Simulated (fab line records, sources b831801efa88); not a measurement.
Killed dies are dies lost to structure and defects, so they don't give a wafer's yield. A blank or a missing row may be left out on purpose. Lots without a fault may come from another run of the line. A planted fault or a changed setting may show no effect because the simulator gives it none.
Chamber matching | flow sky130 | SKY_PAD_OPEN_ETCH_07 on rie_diel-03: 4 sister chambers
The step etches the open film in CF4/O2, stops on AlCu, target depth 725 nm, time 161.1 s. 16 wafers are shown with their chamber, then 8 later ones without.

WAFERS WITH THEIR CHAMBER
wafer  | chamber | drypump_motor_current_A (A) | oes_product_au (a.u.) | throttle_valve_pct (%)
L077.1 | 3       | 6.1                         | 0.979                 | 5.969
L077.2 | 0       | 5.1                         | 0.984                 | 5.976
L077.3 | 2       | 6.1                         | 0.983                 | 5.981
L078.2 | 0       | 5.1                         | 0.977                 | 5.981
L078.5 | 2       | 6.2                         | 0.986                 | 5.978
L078.6 | 1       | 6.1                         | 0.995                 | 5.956
L082.3 | 1       | 6.1                         | 0.984                 | 5.969
L082.5 | 2       | 6.2                         | 0.971                 | 5.980
L082.6 | 3       | 6.1                         | 0.975                 | 5.973
L083.2 | 2       | 6.1                         | 0.967                 | 5.971
L083.5 | 3       | 6.0                         | 0.985                 | 5.986
L083.6 | 0       | 5.1                         | 0.990                 | 5.974
L086.1 | 3       | 6.1                         | 0.977                 | 5.964
L086.2 | 0       | 5.1                         | 0.980                 | 5.973
L086.3 | 2       | 6.1                         | 0.972                 | 5.953
L087.1 | 0       | 5.1                         | 0.978                 | 5.964

SIGNATURES (means of the wafers above)
reading                 | chamber 0 | chamber 1 | chamber 2 | chamber 3 | scatter within a chamber
drypump_motor_current_A | 5.100     | 6.100     | 6.140     | 6.075     | 0.0403
oes_product_au          | 0.98180   | 0.98950   | 0.97580   | 0.97900   | 0.00646
throttle_valve_pct      | 5.97360   | 5.96250   | 5.97260   | 5.97300   | 0.00933
Rule: a wafer's distance from a chamber is the root of the sum, over the readings, of the square of ((its reading less the chamber's mean) divided by the reading's scatter). The wafer belongs to the nearest chamber; if the next one is less than 2 further off, it can't be placed. The scatter: the root of (the sum of the squares of (reading less its chamber's mean) over the shown wafers, divided by (wafers less chambers)).

WAFERS WITHOUT THEIR CHAMBER
wafer  | drypump_motor_current_A (A) | oes_product_au (a.u.) | throttle_valve_pct (%)
L087.3 | 6.1                         | 0.971                 | 5.962
L087.6 | 6.1                         | 0.992                 | 5.979
L091.1 | 5.1                         | 0.972                 | 5.956
L091.2 | 6.1                         | 0.981                 | 5.957
L091.4 | 5.1                         | 0.979                 | 5.963
L093.1 | 5.1                         | 0.977                 | 5.962
L093.5 | 6.1                         | 0.990                 | 5.965
L093.6 | 6.1                         | 0.987                 | 5.956

WHICH CHAMBER EACH WENT THROUGH
wafer  | from the rows above          | in truth
L087.3 | can't be placed: 2 or 3 or 1 | 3
L087.6 | can't be placed: 1 or 3 or 2 | 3
L091.1 | 0                            | 0
L091.2 | can't be placed: 1 or 3 or 2 | 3
L091.4 | 0                            | 0
L093.1 | 0                            | 0
L093.5 | can't be placed: 1 or 3      | 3
L093.6 | can't be placed: 1 or 3 or 2 | 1
Placed correctly: 3 of 8. Can't be placed from these rows: 5 (the true chamber is among the candidates in 5). Placed wrongly: 0.
